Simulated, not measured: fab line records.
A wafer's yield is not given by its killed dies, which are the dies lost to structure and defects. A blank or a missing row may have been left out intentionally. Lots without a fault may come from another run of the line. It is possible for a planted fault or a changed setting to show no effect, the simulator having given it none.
Comparing a struck lot with a sound one ; flow gf180mcu ; 37 out of 602 route steps
Sound: wafers L431.1, L431.2, L431.3. Struck: wafer L445.6 (left out: L445.2, L445.5 of the same lot, which were not struck); the cause appears at the end.
At each step with rows: each side's tool, then ch and its chambers, then its first start. Under that, the readings that differ: sound wafers ; struck wafers ; difference of the means ; sigmas: that difference in standard deviations of wafers without a fault.
alike: words and numbers the same on both sides, and readings whose means are apart by under 2 such deviations; not compared: readings that were withheld, readings missing a value for some wafer, numbers with overlapping values and no deviation given by the record, and bounds like >300 which may hide the same value.
The two part at a step that has a row with sigmas, a row that says differs or no value, or rows on one side only. Non-overlapping numbers with no deviation appear without sigmas and do not part them. Lack of a reading on every wafer of one side parts them only where that side has two or more wafers.

first, 2 steps without rows for these wafers: GF_M3_PEB_12 (peb time 90 s); GF_M3_DEVELOP_13 (develop time 60 s).
GF_M3_CD_MEAS_14: the cd target is 280 nm.
  sound: cd sem-01 at day 21 02:20; struck: cd sem-01 at day 26 11:58
  alike: cd nm
GF_M3_OVL_MEAS_15:
  sound: overlay-01 at day 21 02:27; struck: overlay-01 at day 26 12:04
  alike: M3_OVL
then, 1 step without rows for these wafers: GF_M3_METAL_ETCH_16 (etches the open film in Cl2/BCl3, stops on SiO2, target depth 627.5 nm, time 104.6 s).
GF_M3_STRIP_17: strips in O2/N2.
  sound on plasma asher-04 ch 0,1, day 21 02:36; struck on plasma asher-04 ch 0, day 26 12:20
  alike: drypump motor current A, heater power w, o2 flow sccm, oes product au, platen temp c, strip time to endpoint s
  not compared: rf hours counter h
then, 3 steps without rows for these wafers: GF_M3_STRIP_18 (strips in post etch residue remover, time 1200 s); GF_M3_CLEAN_19 (cleans in DIW); GF_V3_CVD_00 (deposits SiO2, target thk 600 nm, time 100 s).
GF_V3_THK_MEAS_01:
  sound: film metro-03 at day 21 03:13; struck: film metro-02 at day 26 13:02
  alike: V3_CVD_00_THK
then, 1 step without rows for these wafers: GF_V3_CVD_02 (deposits SiO2 from TEOS, target thk 850 nm, time 94.851 s).
GF_V3_THK_MEAS_03:
  sound: film metro-02 at day 21 03:20; struck: film metro-02 at day 26 13:10
  alike: V3_CVD_02_THK
GF_V3_CMP_04: polishes SiO2.
  sound on cmp-01 ch 1,2,3, day 21 03:24; struck on cmp-01 ch 0, day 26 13:13
reading;sound;struck;difference;sigmas
time to endpoint s (s);86 75 83;23;-58;-10
model.SiO2_of_V3_CVD_02.thk nm (nm);634.3 632.1 634.1;792.3;+158.8;
  alike: edge zone pressure frac, motor current A
GF_V3_BOW_MEAS_05:
  sound: film metro-01 at day 21 03:42; struck: film metro-02 at day 26 13:32
  alike: V3_BOW
then, 8 steps without rows for these wafers: GF_V3_DEHYDRATE_06 (time 60 s); GF_V3_HMDS_07 (prime time 60 s); GF_V3_COAT_08; GF_V3_COAT_09 (resist thk 1000 nm); GF_V3_SOFTBAKE_10 (time 60 s); GF_V3_EXPOSE_11 (exposes mask Via3, target cd 260 nm); GF_V3_PEB_12 (peb time 90 s); GF_V3_DEVELOP_13 (develop time 60 s).
GF_V3_CD_MEAS_14: the cd target is 260 nm.
  sound: cd sem-02 at day 22 03:35; struck: cd sem-01 at day 27 10:31
  alike: cd nm
GF_V3_OVL_MEAS_15:
  sound: overlay-01 at day 22 03:42; struck: overlay-01 at day 27 10:37
  alike: V3_OVL
GF_V3_ETCH_16: etches BARC in N2/H2.
  sound on rie diel-04 ch 2,3, day 22 03:44; struck on rie diel-04 ch 2, day 27 10:38
  alike: drypump motor current A, oes product au, rf fwd power W, throttle valve pct
GF_V3_ETCH_17: etches SiO2 in C4F8/O2/Ar, stops on TiN, target depth 635 nm.
  sound on rie diel-04 ch 2,3; struck on rie diel-04 ch 2
reading;sound;struck;difference;sigmas
oes product au (a.u.);0.857 0.855 0.866;0.975;+0.116;+25
model.V3.feature depth nm (nm);634.3 632.1 634.1;792.3;+158.8;
model.etch.depth nm (nm);634.3 632.1 634.1;792.3;+158.8;
  alike: rf fwd power W
then, 4 steps without rows for these wafers: GF_V3_STRIP_18 (strips in O2/N2); GF_V3_STRIP_19 (strips in post etch residue remover, time 1200 s); GF_V3_CLEAN_20 (cleans in DIW); GF_V3_SPUTTER_21 (material Ti, target thk 15 nm, time 80.02 s).
GF_V3_SPUTTER_22: material TiN, target thk 10 nm, time 40 s.
  sound: pvd sputter-03 at day 22 04:32; struck: pvd sputter-03 at day 27 11:28
  alike: throttle valve pct
GF_V3_CVD_23: deposits W, target thk 350 nm, time 104.9 s.
  sound on cvd w-01 ch 0, day 22 04:34; struck on cvd w-01 ch 0, day 27 11:30
  alike: heater power w
GF_V3_RS_MEAS_24: a four-point-probe measurement.
  sound: film metro-01 at day 22 04:47; struck: film metro-01 at day 27 11:38
  alike: V3_W_RS
GF_V3_THK_MEAS_25: measures by xrf.
  sound: film metro-01 at day 22 04:55; struck: film metro-01 at day 27 11:44
  alike: V3_W_THK
GF_V3_CMP_26: polishes, stops on SiO2, t overpolish 15 s, target thk 0 nm.
  sound on cmp-01 ch 0,1,2, day 22 05:09; struck on cmp-02 ch 1, day 27 11:56
reading;sound;struck;difference;sigmas
model.SiO2_of_V3_CVD_02.thk nm (nm);630.5 628.3 630.3;788.5;+158.8;
  alike: edge zone pressure frac, motor current A
GF_M4_SPUTTER_00: material Ti, target thk 37.5 nm, time 150 s.
  sound: pvd sputter-02 at day 22 05:27; struck: pvd sputter-04 at day 27 12:05
  alike: throttle valve pct
-- the record jumps here: 6 days lie between the struck wafers' starts before and after (it left off in module M4 and takes up again in module PASSIVATION, whose first step shown is number 602 of the route) --
GF_PASSIVATION_PROBE_99:
  sound: prober-02 at day 28 20:15; struck: prober-02 at day 33 05:41
reading;sound;struck;difference;sigmas
model.etest.via3 chain.rc ohm;6.393 6.298 6.526;8.547;+2.141;
model.etest.met4 comb.leak log10 a um;-12.13 -12.04 -11.97;-11.33;+0.72;

WHERE THEY PART
First at GF_V3_CMP_04; last, within this record, at GF_V3_ETCH_17. Later steps at which nothing parts them and some readings are alike: GF_V3_SPUTTER_22, GF_V3_CVD_23, GF_V3_RS_MEAS_24, GF_V3_THK_MEAS_25, GF_V3_CMP_26, GF_M4_SPUTTER_00.

WHY: the cause the simulator had injected
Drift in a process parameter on cmp-01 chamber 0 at GF_V3_CMP_04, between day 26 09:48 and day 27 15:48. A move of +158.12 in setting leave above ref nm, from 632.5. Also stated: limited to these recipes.
